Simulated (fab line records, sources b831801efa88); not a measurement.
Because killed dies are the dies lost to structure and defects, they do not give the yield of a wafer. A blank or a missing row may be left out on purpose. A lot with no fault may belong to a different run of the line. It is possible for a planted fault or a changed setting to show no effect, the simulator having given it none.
2 desks, one fault || flow sky130 || every desk sees just its own numbers, and what lay behind them comes last

== METROLOGY DESK ==
Lot by lot, what the gauges showed, no matter which tool ran the lot: averages of those sampled wafers that carry a number. If a lot's mean is further than 4 standard deviations from the usual mean, the lot is out of limits and carries the mark OUT (the distance appears in the brackets).
Columns: A = SD_N_RS at SKY_SD_N_RS_MEAS_16, usual 68.48 ohm/sq
{"lot": "L798", "first seen here": "day 27 13:44", "A": 68.29}
{"lot": "L799", "first seen here": "day 28 02:43", "A": 68.52}
{"lot": "L802", "first seen here": "day 29 12:07", "A": 68.52}
{"lot": "L804", "first seen here": "day 30 07:14", "A": 68.53}
{"lot": "L805", "first seen here": "day 30 16:13", "A": 68.47}
{"lot": "L807", "first seen here": "day 31 02:04", "A": 68.52}
{"lot": "L808", "first seen here": "day 31 09:42", "A": 68.26}
{"lot": "L809", "first seen here": "day 31 16:36", "A": 68.47}
{"lot": "L810", "first seen here": "day 32 02:46", "A": 68.44}
{"lot": "L812", "first seen here": "day 32 21:57", "A": 68.42}
{"lot": "L814", "first seen here": "day 33 05:52", "A": "69.11 (+4.9) OUT"}
{"lot": "L815", "first seen here": "day 33 21:38", "A": 68.30}
{"lot": "L816", "first seen here": "day 34 00:42", "A": "69.18 (+5.4) OUT"}
{"lot": "L818", "first seen here": "day 34 18:02", "A": 68.59}
This desk reports L814, L816 out of limits; the earliest was L814 at day 33 05:52 (SD_N_RS at SKY_SD_N_RS_MEAS_16). Within limits: L798, L799, L802, L804, L805, L807, L808, L809, L810, L812, L815, L818.

== THE TOOL OWNER'S DESK: implanter-01 ==
For each lot that ran on this tool, the mean over its sampled wafers that have a number, from the tool's own readings at SKY_SD_N_IMPLANT_09. If a lot's mean is further than 4 standard deviations from the usual mean, the lot is out of limits and carries the mark OUT (the distance appears in the brackets).
Columns: A = doseIonsCm2 at SKY_SD_N_IMPLANT_09, usual 4e+15
{"lot": "L809", "first seen here": "day 31 15:56", "A": 4e+15}
{"lot": "L812", "first seen here": "day 32 21:16", "A": 4e+15}
{"lot": "L814", "first seen here": "day 33 05:11", "A": "4e+15 (-64) OUT"}
{"lot": "L816", "first seen here": "day 34 00:01", "A": "4e+15 (-66) OUT"}
This desk finds L814, L816 out of limits, L814 being first, at day 33 05:11 (doseIonsCm2 at SKY_SD_N_IMPLANT_09). Within limits: L809, L812.

== TAKEN TOGETHER ==
At day 33 05:11, on L814, L816, the tool owner's desk was in a position to raise an alarm.
On L814, L816, the metrology desk was in a position to raise an alarm at day 33 05:52.
Every lot named ran SKY_SD_N_IMPLANT_09 on implanter-01.

== WHAT HAD BEEN PUT IN BY THE SIMULATOR ==
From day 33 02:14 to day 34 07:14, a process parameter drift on implanter-01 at SKY_SD_N_IMPLANT_09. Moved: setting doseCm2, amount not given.
Lots struck among those shown: L814, L816.
Hours from the fault's start to each desk's first reading out of limits: the tool owner's desk, 3; the metrology desk, 4.
